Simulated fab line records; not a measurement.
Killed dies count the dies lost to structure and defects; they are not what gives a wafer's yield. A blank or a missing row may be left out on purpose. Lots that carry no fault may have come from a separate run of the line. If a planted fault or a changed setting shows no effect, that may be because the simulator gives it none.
Lot-split experiment -- flow gf180mcu -- 14 wafers read across 5 lots, on a route 602 steps long

== ON THE SPLIT ==
At GF_HV_LDD_IMPLANT_09, the setting dose_cm2 was moved away from the recipe's 1e+14 on 4 of the 14 wafers read, by -14.7% to +17.5%. All remaining wafers had this setting at the recipe value.

== FROM THE SPLIT TO THE READING: what the file shows between them, 6 steps ==
- GF_HV_LDD_STRIP_10: strips in O2/N2
- GF_HV_LDD_TW_MEAS_11
- GF_HV_LDD_DEVELOP_18: develop time 60 s (also split here: develop_time_s)
- GF_HV_LDD_CD_MEAS_19: target cd 400 nm
- GF_HV_LDD_CLEAN_51: cleans in SC1/SC2, time 150 s (also split here: time_s)
- GF_HV_LDD_RTA_52: time 10 s

== THE READING ==
HV_LDD_RS in ohm/sq, measured at GF_HV_LDD_RS_MEAS_53 by four-point-probe. Typical for fault-free wafers on this fab line: 417.9 ohm/sq, with standard deviation 0.78 ohm/sq.

wafer,"tool, chamber at the split",dose_cm2 as run,against the recipe,"HV_LDD_RS, ohm/sq",against lot-mates on the recipe
L076.4,"implanter-04, 0",1e+14,recipe,417.7,-
L076.6,"implanter-04, 0",8.877e+13,-11.2%,437.1,+19.4
L079.2,"implanter-02, 0",1e+14,recipe,418.8,-
L079.4,"implanter-02, 0",1e+14,recipe,417.2,-
L079.5,"implanter-02, 0",1e+14,recipe,417.9,-
L080.1,"implanter-01, 0",8.529e+13,-14.7%,445.5,+27.3
L080.2,"implanter-01, 0",1e+14,recipe,419.2,-
L080.3,"implanter-01, 0",1e+14,recipe,416.5,-
L080.5,"implanter-01, 0",8.529e+13,-14.7%,448.6,+30.4
L080.6,"implanter-01, 0",1e+14,recipe,418.8,-
L081.1,"implanter-04, 0",1e+14,recipe,419.4,-
L081.4,"implanter-04, 0",1e+14,recipe,419.0,-
L083.1,"implanter-04, 0",1.175e+14,+17.5%,390.6,-31.2
L083.4,"implanter-04, 0",1e+14,recipe,421.8,-

FIT RESULTS
A straight line over all 14 wafers: HV_LDD_RS changes by -1.76 ohm/sq for each +1% of dose_cm2; r = -0.99; the points scatter about the line by 1.9 ohm/sq.
The same after taking each lot's own level away (the mean of its wafers on the recipe; 14 wafers): -1.86 ohm/sq for each +1%; r = -1.00; scatter 1.2 ohm/sq.
On that fit, the largest move of dose_cm2 shifts the reading by 33 ohm/sq.
The span of the lots' own levels, 417.70 to 421.80 ohm/sq, comes to 5.3 times the standard deviation stated above.
Consequently the slope shifts little with the lot-to-lot level, the two slopes agreeing.
Check: for one of the wafers moved furthest among these (+17.5%), held out of the fit, the line's prediction against its lot-mates is -33.5 ohm/sq. It came out at -31.2 ohm/sq against them.

== OTHER SPLITS APPLIED TO THESE WAFERS ==
Before the reading, these wafers also passed through other splits. Each is held against what the fit with the lots' levels taken away leaves over:
other split on the same wafers,wafers away from the commonest value,r with HV_LDD_RS (lot level and that fit taken away)
GF_DUAL_GATE_COAT_06 resist_thk_nm,4,+0.11
GF_POLY_GATE_COAT_05 resist_thk_nm,0,-
GF_POLY_GATE_OXIDATION_16 ox_time_s,9,+0.36
GF_HV_LDD_DEVELOP_18 develop_time_s,5,+0.10
GF_HV_LDD_CLEAN_51 time_s,9,-0.13

== THE WHOLE CHAIN: every reading that the file lists as answering this split, in the file's order ==
step,what it does,reading,change (the file's fit),r (the file's)
GF_HV_LDD_TW_MEAS_11,,HV_LDD_TW,+6.88 for each +1% of the setting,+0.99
GF_HV_LDD_RS_MEAS_53,measures by four-point-probe,HV_LDD_RS,-1.87 for each +1% of the setting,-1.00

== THE FILE'S OWN FIT ==
HV_LDD_RS changes by -1.87 ohm/sq for each +1% of dose_cm2, r = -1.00.
